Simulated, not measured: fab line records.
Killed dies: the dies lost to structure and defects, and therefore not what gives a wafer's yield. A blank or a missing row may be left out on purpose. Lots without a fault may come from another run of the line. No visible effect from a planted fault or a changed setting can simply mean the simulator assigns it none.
fab line records | flow sky130
[record] lots = 5 | wafers = 15 | lastDay = 51
route steps=708 shown VIA4@645 METAL5@661
lots that met no fault: from a run of the same line without faults
startH: the number of hours between the record's first day and the start of the first shown wafer of the lot | waitH: how many hours have passed since the lot's step before this one | " as in the row above | L1.1+2: a single row standing in for several wafers | - no value present, or no start provided | * or withheld: withheld | < > ~ a bound
route shown NAME@n: a module of which the file shows steps, and the number in the route of the first | usual: mean/standard deviation taken from wafers without a fault | same: alike in all rows | chamber/n: place in a boat | sites: per-site readings | _std_site: standard deviation of those values | _edge_site: outer sites' mean less inner sites' | radiusMm: for every site, how far away it sits from the centre of the wafer | mask NAME#n: copy n | behind: tool/chamber where the wafer was last shaped | hold: the reason the lot was held/the length of the hold in hours/how it ended | device: transistor that didn't switch, given as n, p or np | end of line: tests run on the same wafers once the route is complete | where a step has no rows: the recipe by itself | killed: at the first sort, the dies lost to defects and structure; wafer yield is something else | map: a wafer's dies, marking killed ones x, the rest . and places with no die _
set.NAME: the setting that was run; set.NAME@STEP: the one run at that earlier step | model.NAME: the simulator's own value behind a step, which no gauge read
certain route steps with their lots: each step a table, each wafer a row
services: the hour from which a tool's chamber was out of use, counted from the record's first day as startH (under 0 if before that day), plus the number of hours and why
[[steps]]
[step SKY_VIA4_COAT_06]
[recipe] resist = NOVOLAK | spinRpm = 3000 | resistThkNm = 1140
[step SKY_VIA4_SOFTBAKE_07]
[recipe] tempC = 90 | timeS = 60 | resist = NOVOLAK
[step SKY_VIA4_EXPOSE_08]
[recipe] maskId = VIM4 | na = 0.6 | sourceShape = conventional | sigmaOuter = 0.6 | polarization = unpolarized | targetCdNm = 800 | doseMj = 132
[step SKY_VIA4_PEB_09]
[recipe] tempC = withheld | timeS = * | resist = NOVOLAK
[step SKY_VIA4_DEVELOP_10]
[recipe] resist = NOVOLAK | developer = TMAH | developTimeS = 60 | devTempC = 23
[step SKY_VIA4_OVL_MEAS_11]
[usual] VIA4_OVL = -0.2/1.1
lot.wafer | tool       | chamber | startH  | waitH | VIA4_OVL[nm]
L712.2    | overlay-01 | -       | 1055.13 | 0.1   | 0.0
L712.3    | "          | -       | "       | "     | -0.2
L712.5    | "          | -       | "       | "     | -0.7
L713.1    | overlay-01 | -       | 1055.79 | 0.1   | -0.8
L713.3    | "          | -       | "       | "     | -1.8
L713.5    | "          | -       | "       | "     | -1.4
L718.1    | overlay-01 | -       | 1088.63 | 0.1   | 0.7
L718.4    | "          | -       | "       | "     | -0.6
L718.5    | "          | -       | "       | "     | -1.8
L730.2    | overlay-02 | -       | 1149.65 | 0.1   | -0.8
L730.3    | "          | -       | "       | "     | -2.0
L730.4    | "          | -       | "       | "     | -1.3
L731.2    | overlay-02 | -       | 1157.95 | 0.1   | -1.7
L731.5    | "          | -       | "       | "     | -0.7
L731.6    | "          | -       | "       | "     | -1.3
[step SKY_VIA4_ETCH_12]
[recipe] target = SiO2 | chemistry = C4F8/O2/Ar | stopOn = TiN | maskMaterial = NOVOLAK | sourceW = 1500 | biasW = 1200 | pressureMtorr = 40 | c4f8FlowSccm = withheld | O2_flow_sccm = 6 | Ar_flow_sccm = 300 | timeS = withheld | targetDepthA = 5800
[usual] biasW = 1200/3.9 | oesProductAu = 0.925/0.0046
lot.wafer | tool       | chamber | startH  | waitH | biasW | oesProductAu
L712.2    | rieDiel-02 | 1       | 1055.16 | 0.0   | 1201  | 0.932
L712.3    | "          | 0       | "       | "     | 1200  | 0.921
L712.5    | "          | 2       | "       | "     | 1195  | 0.917
L713.1    | rieDiel-04 | 0       | 1055.83 | 0.0   | 1194  | 0.919
L713.3    | "          | 1       | "       | "     | 1194  | 0.926
L713.5    | "          | 2       | "       | "     | 1199  | 0.931
L718.1    | rieDiel-04 | 2       | 1088.66 | 0.0   | 1199  | 0.928
L718.4    | "          | 3       | "       | "     | 1200  | 0.921
L718.5    | "          | 3       | "       | "     | 1205  | 0.922
L730.2    | rieDiel-04 | 1       | 1149.68 | 0.0   | 1206  | 0.925
L730.3    | "          | 0       | "       | "     | 1205  | 0.933
L730.4    | "          | 2       | "       | "     | 1202  | 0.927
L731.2    | rieDiel-02 | 0       | 1157.98 | 0.0   | 1200  | 0.932
L731.5    | "          | 1       | "       | "     | 1200  | 0.925
L731.6    | "          | 0       | "       | "     | 1201  | 0.921
[step SKY_VIA4_STRIP_13]
[recipe] chemistry = O2/N2 | powerW = 1400 | pressureMtorr = 1500 | platenTempC = withheld | o2FlowSccm = 3000 | n2FlowSccm = 300 | overashFraction = 0.5
[usual] drypumpMotorCurrentA = 5.6/0.52 | oesProductAu = 0.710/0.0044 | stripTimeToEndpointS = 12.803/0.026
[same] overashFraction = 0.5
lot.wafer | tool           | chamber | startH  | waitH | drypumpMotorCurrentA | oesProductAu | rfHoursCounterH | stripTimeToEndpointS
L712.2    | plasmaAsher-01 | 1       | 1055.24 | -     | 5.9                  | 0.709        | 95              | 12.786
L712.3    | "              | 0       | "       | "     | 4.9                  | 0.720        | -               | 12.771
L712.5    | "              | 0       | "       | "     | 5.0                  | 0.708        | -               | 12.781
L713.1    | plasmaAsher-01 | 0       | 1055.90 | -     | 5.0                  | 0.710        | 95              | 12.796
L713.3    | "              | 1       | "       | "     | 5.8                  | 0.703        | -               | 12.807
L713.5    | "              | 0       | "       | "     | 5.0                  | 0.714        | -               | 12.813
L718.1    | plasmaAsher-02 | 0       | 1088.74 | -     | 5.5                  | 0.707        | 2               | 12.820
L718.4    | "              | 1       | "       | "     | 5.2                  | 0.711        | -               | 12.789
L718.5    | "              | 0       | "       | "     | 5.5                  | 0.707        | -               | 12.808
L730.2    | plasmaAsher-01 | 1       | 1149.75 | -     | 5.8                  | 0.706        | 104             | 12.792
L730.3    | "              | 0       | "       | "     | 5.0                  | 0.710        | -               | 12.779
L730.4    | "              | 1       | "       | "     | 5.8                  | 0.715        | -               | 12.820
L731.2    | plasmaAsher-01 | 1       | 1158.05 | -     | 5.9                  | 0.710        | 105             | 12.808
L731.5    | "              | 1       | "       | "     | 5.8                  | 0.710        | -               | 12.821
L731.6    | "              | 0       | "       | "     | 5.0                  | 0.708        | -               | 12.802
[step SKY_VIA4_STRIP_14]
[recipe] chemistry = postEtchResidueRemover | timeS = 1200 | tempC = 72.5
[step SKY_VIA4_CLEAN_15]
[recipe] chemistry = IPA | timeS = 180 | tempC = 25
[step SKY_VIA4_CLEAN_16]
[recipe] chemistry = O3/DIW | dry = n2Spin
[step SKY_VIA4_SPUTTER_17]
[recipe] material = TiN | targetThkNm = 20 | chamberPressurePa = 5 | powerW = 4000 | timeS = 80
[step SKY_VIA4_CVD_18]
[recipe] material = W | targetThkNm = 505 | timeS = 152.14 | tempC = 400 | pressureTorr = 40
[usual] heaterPowerW = 856/73
lot.wafer | tool    | chamber | startH  | waitH | heaterPowerW | model.W_of_VIA4_CVD_18.thkNm
L712.2    | cvdW-01 | 1       | 1055.90 | 0.0   | 765          | 505.3
L712.3    | "       | 1       | "       | "     | 734          | 501.2
L712.5    | "       | 1       | "       | "     | 745          | 505.2
L713.1    | cvdW-02 | 1       | 1056.56 | 0.0   | 902          | 509.4
L713.3    | "       | 0       | "       | "     | 899          | 512.2
L713.5    | "       | 0       | "       | "     | 910          | 513.1
L718.1    | cvdW-01 | 0       | 1089.39 | 0.0   | 768          | 493.9
L718.4    | "       | 1       | "       | "     | 761          | 353.5
L718.5    | "       | 0       | "       | "     | 775          | 497.9
L730.2    | cvdW-02 | 0       | 1150.47 | 0.0   | 937          | 505
L730.3    | "       | 1       | "       | "     | 930          | 500.8
L730.4    | "       | 0       | "       | "     | 894          | 507.3
L731.2    | cvdW-02 | 1       | 1158.72 | 0.0   | 925          | 499.3
L731.5    | "       | 0       | "       | "     | 914          | 505
L731.6    | "       | 1       | "       | "     | 907          | 497.1
[step SKY_VIA4_RS_MEAS_19]
[recipe] thkMeasGauge = four-point-probe | reads = W_of_VIA4_CVD_18+TiN_of_VIA4_SPUTTER_17
[usual] VIA4_W_RS = 0.2270/0.0021
lot.wafer | tool         | chamber | startH  | waitH | hold                    | VIA4_W_RS[ohm/sq]
L712.2    | filmMetro-01 | -       | 1056.07 | 0.1   | -                       | 0.2262
L712.3    | "            | -       | "       | "     | -                       | 0.2283
L712.5    | "            | -       | "       | "     | -                       | 0.2266
L713.1    | filmMetro-04 | -       | 1056.72 | 0.1   | -                       | 0.2249
L713.3    | "            | -       | "       | "     | -                       | 0.2226
L713.5    | "            | -       | "       | "     | -                       | 0.2232
L718.1    | filmMetro-03 | -       | 1089.54 | 0.1   | awaitDispo/0.2h/release | 0.2317
L718.4    | "            | -       | "       | "     | awaitDispo/0.2h/release | 0.3246
L718.5    | "            | -       | "       | "     | awaitDispo/0.2h/release | 0.2300
L718.1    | filmMetro-03 | -       | 1089.83 | 0.3   | -                       | 0.2318
L718.4    | "            | -       | "       | "     | -                       | 0.3253
L718.5    | "            | -       | "       | "     | -                       | 0.2301
L730.2    | filmMetro-04 | -       | 1150.65 | 0.1   | -                       | 0.2262
L730.3    | "            | -       | "       | "     | -                       | 0.2283
L730.4    | "            | -       | "       | "     | -                       | 0.2257
L731.2    | filmMetro-03 | -       | 1158.89 | 0.1   | -                       | 0.2294
L731.5    | "            | -       | "       | "     | -                       | 0.2267
L731.6    | "            | -       | "       | "     | -                       | 0.2304
[step SKY_VIA4_THK_MEAS_20]
[recipe] thkMeasGauge = xrf | reads = W_of_VIA4_CVD_18
[usual] VIA4_W_THK = 502/7.7
lot.wafer | tool         | chamber | startH  | waitH | hold                    | VIA4_W_THK[nm]
L712.2    | filmMetro-01 | -       | 1056.18 | 0.1   | -                       | 494
L712.3    | "            | -       | "       | "     | -                       | 490
L712.5    | "            | -       | "       | "     | -                       | 497
L713.1    | filmMetro-04 | -       | 1056.84 | 0.1   | -                       | 498
L713.3    | "            | -       | "       | "     | -                       | 502
L713.5    | "            | -       | "       | "     | -                       | 503
L718.1    | filmMetro-03 | -       | 1093.84 | 4.0   | awaitDispo/0.2h/release | 497
L718.4    | "            | -       | "       | "     | awaitDispo/0.2h/release | 354
L718.5    | "            | -       | "       | "     | awaitDispo/0.2h/release | 498
L718.1    | filmMetro-03 | -       | 1094.06 | 0.2   | -                       | 494
L718.4    | "            | -       | "       | "     | -                       | 354
L718.5    | "            | -       | "       | "     | -                       | 501
L730.2    | filmMetro-04 | -       | 1150.76 | 0.1   | -                       | 505
L730.3    | "            | -       | "       | "     | -                       | 500
L730.4    | "            | -       | "       | "     | -                       | 505
L731.2    | filmMetro-03 | -       | 1159.00 | 0.1   | -                       | 502
L731.5    | "            | -       | "       | "     | -                       | 509
L731.6    | "            | -       | "       | "     | -                       | 501
[step SKY_VIA4_CMP_21]
[recipe] stopOn = SiO2 | tOverpolishS = 25 | downForcePsi = 3.5 | platenRpm = 60 | targetThkNm = 0 | padVelocityMS = 0.94248
[usual] motorCurrentA = 10.9/0.84 | timeToEndpointS = 120/3.5
lot.wafer | tool   | chamber | startH  | waitH | hold                    | motorCurrentA | timeToEndpointS
L712.2    | cmp-02 | 1       | 1056.28 | 0.1   | -                       | 10.5          | 125
L712.3    | "      | 3       | "       | "     | -                       | 10.3          | 118
L712.5    | "      | 1       | "       | "     | -                       | 10.5          | 119
L713.3    | cmp-02 | 0       | 1056.90 | 0.0   | -                       | 11.1          | 116
L713.1    | "      | 2       | "       | "     | -                       | 10.0          | 118
L713.5    | "      | 0       | "       | "     | -                       | 11.8          | 115
L718.1    | cmp-02 | 2       | 1098.45 | 4.4   | awaitDispo/3.8h/release | 9.6           | 121
L718.4    | "      | 3       | "       | "     | awaitDispo/3.8h/release | 10.0          | 83
L718.5    | "      | 3       | "       | "     | awaitDispo/3.8h/release | 9.8           | 116
L730.2    | cmp-01 | 0       | 1150.86 | 0.1   | -                       | 10.7          | 127
L730.4    | "      | 1       | "       | "     | -                       | 10.8          | 121
L730.3    | "      | 2       | "       | "     | -                       | 10.7          | 126
L731.2    | cmp-01 | 3       | 1159.20 | 0.2   | -                       | 11.6          | 122
L731.5    | "      | 0       | "       | "     | -                       | 11.1          | 125
L731.6    | "      | 1       | "       | "     | -                       | 11.3          | 120
[step SKY_METAL5_SPUTTER_00]
[recipe] material = Ti | targetThkNm = 15 | powerW = 3000 | timeS = 10 | chamberPressurePa = 0.4
[usual] throttleValvePct = 30.3/1.1
[same] timeS = 10
lot.wafer | tool          | chamber | startH  | waitH | throttleValvePct
L712.2    | pvdSputter-01 | -       | 1056.53 | 0.2   | 31.9
L712.3    | "             | -       | "       | "     | 31.6
L712.5    | "             | -       | "       | "     | 31.2
L713.1    | pvdSputter-02 | -       | 1057.20 | 0.1   | 29.8
L713.3    | "             | -       | "       | "     | 28.9
L713.5    | "             | -       | "       | "     | 29.9
L718.1    | pvdSputter-02 | -       | 1098.80 | 0.3   | 29.6
L718.4    | "             | -       | "       | "     | 30.8
L718.5    | "             | -       | "       | "     | 29.2
L730.2    | pvdSputter-01 | -       | 1151.11 | 0.2   | 31.2
L730.3    | "             | -       | "       | "     | 32.0
L730.4    | "             | -       | "       | "     | 31.3
L731.2    | pvdSputter-03 | -       | 1159.35 | 0.1   | 28.2
L731.5    | "             | -       | "       | "     | 30.8
L731.6    | "             | -       | "       | "     | 28.8
[step SKY_METAL5_SPUTTER_01]
[recipe] material = TiN | targetThkNm = 20 | powerW = 6500 | timeS = 16.7 | chamberPressurePa = 0.4
[step SKY_METAL5_SPUTTER_02]
[recipe] material = AlCu | targetThkNm = 1150 | powerW = 10600 | timeS = 61.2 | chamberPressurePa = 0.4
[usual] throttleValvePct = 30.3/1.1
[same] timeS = 61.2
lot.wafer | tool          | chamber | startH  | waitH | throttleValvePct
L712.2    | pvdSputter-01 | -       | 1056.58 | 0.0   | 31.8
L712.3    | "             | -       | "       | "     | 31.4
L712.5    | "             | -       | "       | "     | 31.2
L713.1    | pvdSputter-02 | -       | 1057.24 | 0.0   | 29.6
L713.3    | "             | -       | "       | "     | 29.1
L713.5    | "             | -       | "       | "     | 29.6
L718.1    | pvdSputter-02 | -       | 1098.85 | 0.0   | 29.5
L718.4    | "             | -       | "       | "     | 30.7
L718.5    | "             | -       | "       | "     | 29.0
L730.2    | pvdSputter-01 | -       | 1151.15 | 0.0   | 31.5
L730.3    | "             | -       | "       | "     | 32.1
L730.4    | "             | -       | "       | "     | 31.6
L731.2    | pvdSputter-03 | -       | 1159.40 | 0.0   | 28.3
L731.5    | "             | -       | "       | "     | 30.8
L731.6    | "             | -       | "       | "     | 28.8
[step SKY_METAL5_SPUTTER_03]
[recipe] material = Ti | targetThkNm = 5 | powerW = 3000 | timeS = 3.3 | chamberPressurePa = 0.4
[usual] throttleValvePct = 30.3/1.1
[same] timeS = 3.3
lot.wafer | tool          | chamber | startH  | waitH | throttleValvePct
L712.2    | pvdSputter-01 | -       | 1056.63 | 0.0   | 31.9
L712.3    | "             | -       | "       | "     | 31.3
L712.5    | "             | -       | "       | "     | 31.0
L713.1    | pvdSputter-02 | -       | 1057.30 | 0.0   | 30.0
L713.3    | "             | -       | "       | "     | 29.0
L713.5    | "             | -       | "       | "     | 29.8
L718.1    | pvdSputter-02 | -       | 1098.90 | 0.0   | 29.6
L718.4    | "             | -       | "       | "     | 30.9
L718.5    | "             | -       | "       | "     | 28.9
L730.2    | pvdSputter-01 | -       | 1151.21 | 0.0   | 31.6
L730.3    | "             | -       | "       | "     | 31.9
L730.4    | "             | -       | "       | "     | 31.5
L731.2    | pvdSputter-03 | -       | 1159.45 | 0.0   | 28.2
L731.5    | "             | -       | "       | "     | 30.9
L731.6    | "             | -       | "       | "     | 28.7
[step SKY_METAL5_SPUTTER_04]
[recipe] material = TiN | targetThkNm = 70 | powerW = 6500 | timeS = 58.3 | chamberPressurePa = 0.4
[step SKY_METAL5_RS_MEAS_05]
[recipe] thkMeasGauge = four-point-probe | reads = TiN_of_METAL5_SPUTTER_04+Ti_of_METAL5_SPUTTER_03+AlCu_of_METAL5_SPUTTER_02+TiN_of_METAL5_SPUTTER_01+Ti_of_METAL5_SPUTTER_00
[usual] METAL5_ALCU_RS = 0.02718/0.00029
lot.wafer | tool         | chamber | startH  | waitH | METAL5_ALCU_RS[ohm/sq]
L712.2    | filmMetro-03 | -       | 1056.72 | 0.0   | 0.02719
L712.3    | "            | -       | "       | "     | 0.0274
L712.5    | "            | -       | "       | "     | 0.02711
L713.1    | filmMetro-02 | -       | 1057.36 | 0.0   | 0.02671
L713.3    | "            | -       | "       | "     | 0.02673
L713.5    | "            | -       | "       | "     | 0.027
L718.1    | filmMetro-02 | -       | 1099.05 | 0.1   | 0.02708
L718.4    | "            | -       | "       | "     | 0.02737
L718.5    | "            | -       | "       | "     | 0.02725
L730.2    | filmMetro-03 | -       | 1151.29 | 0.0   | 0.02782
L730.3    | "            | -       | "       | "     | 0.02757
L730.4    | "            | -       | "       | "     | 0.02777
L731.2    | filmMetro-03 | -       | 1159.54 | 0.0   | 0.02701
L731.5    | "            | -       | "       | "     | 0.0265
L731.6    | "            | -       | "       | "     | 0.02715
[step SKY_METAL5_THK_MEAS_06]
[recipe] thkMeasGauge = xrf | reads = AlCu_of_METAL5_SPUTTER_02
[usual] METAL5_ALCU_THK = 1161/15
lot.wafer | tool         | chamber | startH  | waitH | METAL5_ALCU_THK[nm]
L712.2    | filmMetro-03 | -       | 1056.83 | 0.1   | 1171
L712.3    | "            | -       | "       | "     | 1147
L712.5    | "            | -       | "       | "     | 1160
L713.1    | filmMetro-02 | -       | 1057.48 | 0.1   | 1177
L713.3    | "            | -       | "       | "     | 1172
L713.5    | "            | -       | "       | "     | 1163
L718.1    | filmMetro-02 | -       | 1099.17 | 0.1   | 1150
L718.4    | "            | -       | "       | "     | 1140
L718.5    | "            | -       | "       | "     | 1146
L730.2    | filmMetro-03 | -       | 1151.40 | 0.1   | 1143
L730.3    | "            | -       | "       | "     | 1148
L730.4    | "            | -       | "       | "     | 1143
L731.2    | filmMetro-03 | -       | 1159.65 | 0.1   | 1182
L731.5    | "            | -       | "       | "     | 1194
L731.6    | "            | -       | "       | "     | 1173
[step SKY_METAL5_DEHYDRATE_07]
[recipe] tempC = 200 | timeS = 60
[step SKY_METAL5_HMDS_08]
[recipe] primeTimeS = 60 | primeTempC = 120
[step SKY_METAL5_COAT_09]
[recipe] resist = NOVOLAK | spinRpm = 3000 | resistThkNm = 1800
[step SKY_METAL5_SOFTBAKE_10]
[recipe] tempC = 90 | timeS = 60 | resist = NOVOLAK
[step SKY_METAL5_EXPOSE_11]
[recipe] maskId = MM5 | na = 0.6 | sourceShape = conventional | sigmaOuter = 0.6 | polarization = unpolarized | targetCdNm = 1600 | doseMj = 190
[step SKY_METAL5_PEB_12]
[recipe] tempC = withheld | timeS = * | resist = NOVOLAK
[step SKY_METAL5_DEVELOP_13]
[recipe] resist = NOVOLAK | developer = TMAH | developTimeS = 60 | devTempC = 23
[step SKY_METAL5_DESCUM_14]
[recipe] chemistry = O2 | sourcePowerW = 150 | biasPowerW = 0 | pressureMtorr = 10 | tempC = 40 | timeS = 11
[step SKY_METAL5_METAL_ETCH_15]
[recipe] targetDepthA = 12600 | stopOn = SiO2 | overEtchFrac = 0.2 | timeS = 252 | chemistry = Cl2/BCl3 | resistSidewallDeg = 86 | pressureMtorr = 10 | icpW = 900 | biasW = 48.5 | Cl2_flow_sccm = 60 | bcl3FlowSccm = 30
[usual] biasW = 48.51/0.13 | drypumpMotorCurrentA = 5.8/0.31 | oesProductAu = 0.893/0.0051 | throttleValvePct = 22.264/0.009
[same] timeS = 252
lot.wafer | tool        | chamber | startH  | waitH | biasW | drypumpMotorCurrentA | oesProductAu | rfHoursCounterH | throttleValvePct | model.etch.depthNm | model.METAL5.featureDepthNm
L712.2    | rieMetal-02 | 0       | 1078.60 | 0.0   | 48.56 | 6.3                  | 0.894        | 19              | 22.250           | 1255               | 1255
L712.3    | "           | 0       | "       | "     | 48.69 | 6.3                  | 0.899        | -               | 22.269           | 1268               | 1268
L712.5    | "           | 1       | "       | "     | 48.19 | 5.9                  | 0.894        | -               | 22.267           | 1259               | 1259
L713.1    | rieMetal-01 | 1       | 1079.31 | 0.0   | 48.59 | 5.7                  | 0.900        | 14              | 22.258           | 1262               | 1262
L713.3    | "           | 0       | "       | "     | 48.76 | 5.7                  | 0.893        | -               | 22.261           | 1258               | 1258
L713.5    | "           | 0       | "       | "     | 48.56 | 5.6                  | 0.902        | -               | 22.261           | 1264               | 1264
L718.1    | rieMetal-01 | 1       | 1111.03 | 0.0   | 48.49 | 5.7                  | 0.894        | 16              | 22.269           | 1258               | 1258
L718.4    | "           | 1       | "       | "     | 48.51 | 5.8                  | 0.903        | -               | 22.267           | 1270               | 1270
L718.5    | "           | 0       | "       | "     | 48.32 | 5.6                  | 0.890        | -               | 22.259           | 1252               | 1252
L730.2    | rieMetal-01 | 1       | 1170.16 | 0.0   | 48.36 | 5.8                  | 0.885        | 22              | 22.267           | 1249               | 1249
L730.3    | "           | 1       | "       | "     | 48.21 | 5.7                  | 0.893        | -               | 22.264           | 1262               | 1262
L730.4    | "           | 0       | "       | "     | 48.46 | 5.6                  | 0.887        | -               | 22.266           | 1251               | 1251
L731.2    | rieMetal-03 | 1       | 1177.30 | 0.0   | 48.65 | 5.4                  | 0.892        | 33              | 22.263           | 1261               | 1261
L731.5    | "           | 0       | "       | "     | 48.54 | 6.2                  | 0.893        | -               | 22.263           | 1267               | 1267
L731.6    | "           | 1       | "       | "     | 48.40 | 5.4                  | 0.898        | -               | 22.255           | 1258               | 1258
[step SKY_METAL5_STRIP_16]
[recipe] chemistry = O2/N2 | powerW = 1400 | pressureMtorr = 1500 | platenTempC = withheld | o2FlowSccm = 3000 | n2FlowSccm = 300 | overashFraction = 0.5
[[services]]
tool           | chamber | startH  | hours | kind
rieMetal-03    | 1       | 1032.84 | 12.0  | repair
cmp-02         | -       | 1036.19 | 1.2   | repair
rieDiel-04     | 3       | 1053.67 | 3.0   | repair
plasmaAsher-02 | -       | 1055.25 | 9.0   | pm
cmp-01         | -       | 1061.00 | 2.9   | repair
cmp-01         | -       | 1062.38 | 2.5   | repair
rieDiel-02     | -       | 1065.08 | 0.6   | repair
rieDiel-04     | -       | 1071.63 | 2.8   | pm
pvdSputter-03  | -       | 1072.49 | 4.3   | repair
cvdW-01        | -       | 1079.09 | 6.0   | pm
plasmaAsher-02 | -       | 1080.83 | 0.9   | repair
cmp-02         | -       | 1085.88 | 0.2   | repair
cmp-01         | -       | 1089.50 | 4.0   | pm
rieDiel-04     | 3       | 1105.55 | -     | clean
cmp-01         | -       | 1107.98 | 2.6   | repair
cvdW-01        | -       | 1111.09 | 3.8   | pm
pvdSputter-03  | -       | 1117.44 | 4.0   | repair
rieMetal-02    | -       | 1118.06 | 28.1  | pm
plasmaAsher-01 | -       | 1122.75 | 2.4   | repair
rieDiel-04     | 1       | 1130.31 | 5.7   | repair
rieMetal-02    | -       | 1146.16 | 14.6  | pm
pvdSputter-03  | -       | 1150.51 | 2.6   | repair
pvdSputter-03  | -       | 1171.87 | 1.8   | repair
cvdW-02        | -       | 1176.93 | 2.8   | pm
[[key]]
[firstSign] step = SKY_VIA4_RS_MEAS_19 | reading = visit | direction = added
[effect] step = SKY_VIA4_RS_MEAS_19 | reading = VIA4_W_RS | direction = up | sigmas = 47 | usual = 0.2270 | struck = 0.3246
[effect] step = SKY_VIA4_THK_MEAS_20 | reading = visit | direction = added
[effect] step = SKY_VIA4_THK_MEAS_20 | reading = VIA4_W_THK | direction = down | sigmas = 19 | usual = 502 | struck = 354
[effect] step = SKY_VIA4_CMP_21 | reading = timeToEndpointS | direction = down | sigmas = 11 | usual = * | struck = *
[modelEffect] step = SKY_VIA4_CVD_18 | value = W_of_VIA4_CVD_18.thkNm | without = 502.7 | struck = 353.5
[modelEffect] step = SKY_METAL5_METAL_ETCH_15 | value = etch.depthNm | without = 1251 | struck = 1270
metAt SKY_VIA4_CVD_18
struckWafers L718.4
onsetBetween 1055.90 1089.39
[fault] kind = processParameterDrift | tool = cvdW-01 | chamber = - | onsetH = 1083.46 | steps = SKY_VIA4_CVD_18 | channel = targetThkNm | offset = -149.16 | shape = step | endH = 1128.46 | scope = struckWafersOnly | actsIn = theseRecipesOnly | stated = 505
